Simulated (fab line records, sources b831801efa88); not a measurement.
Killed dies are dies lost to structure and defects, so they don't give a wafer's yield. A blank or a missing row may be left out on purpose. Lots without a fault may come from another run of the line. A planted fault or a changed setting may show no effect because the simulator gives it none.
A struck lot beside a sound one | flow gf180mcu | 14 steps out of a route of 602
Sound: wafers L592.2, L592.3, L592.4. Struck: wafers L601.2, L601.4, L601.5. The cause comes at the end.
At each step with rows: each side's tool, then ch and its chambers, then its first start. Under that, the readings that differ: sound wafers | struck wafers | difference of the means | sigmas: that difference in standard deviations of wafers without a fault.
alike: readings whose means differ by less than 2 such deviations, and words and numbers that are the same on both sides. not compared: withheld readings, readings that some wafer has no value for, bounds like >300 that may hide the same value, and numbers for which the record gives no deviation and whose values overlap.
The two part at a step that has a row with sigmas, a row that says differs or no value, or rows on one side only. Numbers that don't overlap but have no deviation are shown without sigmas and don't part them. A reading that every wafer of one side lacks parts them only if that side has two wafers or more.

GF_TOP_METAL_SPUTTER_01: material TiN, target thk 30 nm, time 25 s.
  sound on pvd_sputter-01, day 28 12:10; struck on pvd_sputter-03, day 31 08:07
  alike: throttle_valve_pct
GF_TOP_METAL_SPUTTER_02: material AlCu, target thk 900 nm, time 47.82 s.
  sound on pvd_sputter-01, day 28 12:12; struck on pvd_sputter-03, day 31 08:08
  alike: throttle_valve_pct
GF_TOP_METAL_SPUTTER_03: material Ti, target thk 5 nm, time 3.3 s.
  sound on pvd_sputter-01, day 28 12:14; struck on pvd_sputter-03, day 31 08:11
  alike: throttle_valve_pct
GF_TOP_METAL_SPUTTER_04: material TiN, target thk 25 nm, time 20.8 s.
  sound on pvd_sputter-01, day 28 12:16; struck on pvd_sputter-03, day 31 08:12
  alike: throttle_valve_pct
GF_TOP_METAL_RS_MEAS_05: measures by four-point-probe.
  sound on film_metro-03, day 28 12:19; struck on film_metro-04, day 31 08:15
  alike: TOP_METAL_ALCU_RS
GF_TOP_METAL_THK_MEAS_06: measures by xrf.
  sound on film_metro-03, day 28 12:25; struck on film_metro-04, day 31 08:22
  alike: TOP_METAL_ALCU_THK
then, 6 steps without rows for these wafers: GF_TOP_METAL_DEHYDRATE_07 (time 60 s); GF_TOP_METAL_HMDS_08 (prime time 60 s); GF_TOP_METAL_COAT_09 (resist thk 1500 nm); GF_TOP_METAL_SOFTBAKE_10 (time 60 s); GF_TOP_METAL_EXPOSE_11 (exposes mask MetalTop, target cd 440 nm); GF_TOP_METAL_PEB_12.
GF_TOP_METAL_DEVELOP_13: develop time 60 s.
  sound on litho_track-03 ch 0, day 29 06:59; struck on litho_track-02, day 32 01:47
  no value came back on the struck wafers for chill_plate_temp_C (C), develop_time_s (s); on the sound wafers chill_plate_temp_C (C) reads 22.98 22.96 22.75
GF_TOP_METAL_CD_MEAS_14: target cd 440 nm.
  sound on cd_sem-02, day 29 07:08; struck on cd_sem-02, day 32 01:56
  reading    | sound             | struck | difference                    | sigmas
  cd_nm (nm) | 440.9 439.9 441.3 | - - -  | no value on the struck wafers |

WHERE THEY PART
First at GF_TOP_METAL_DEVELOP_13; last, within this record, at GF_TOP_METAL_CD_MEAS_14.

WHY: what the simulator had put in
Skipped step whole: litho_track-02, from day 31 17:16 on, at GF_TOP_METAL_DEVELOP_13. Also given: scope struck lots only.
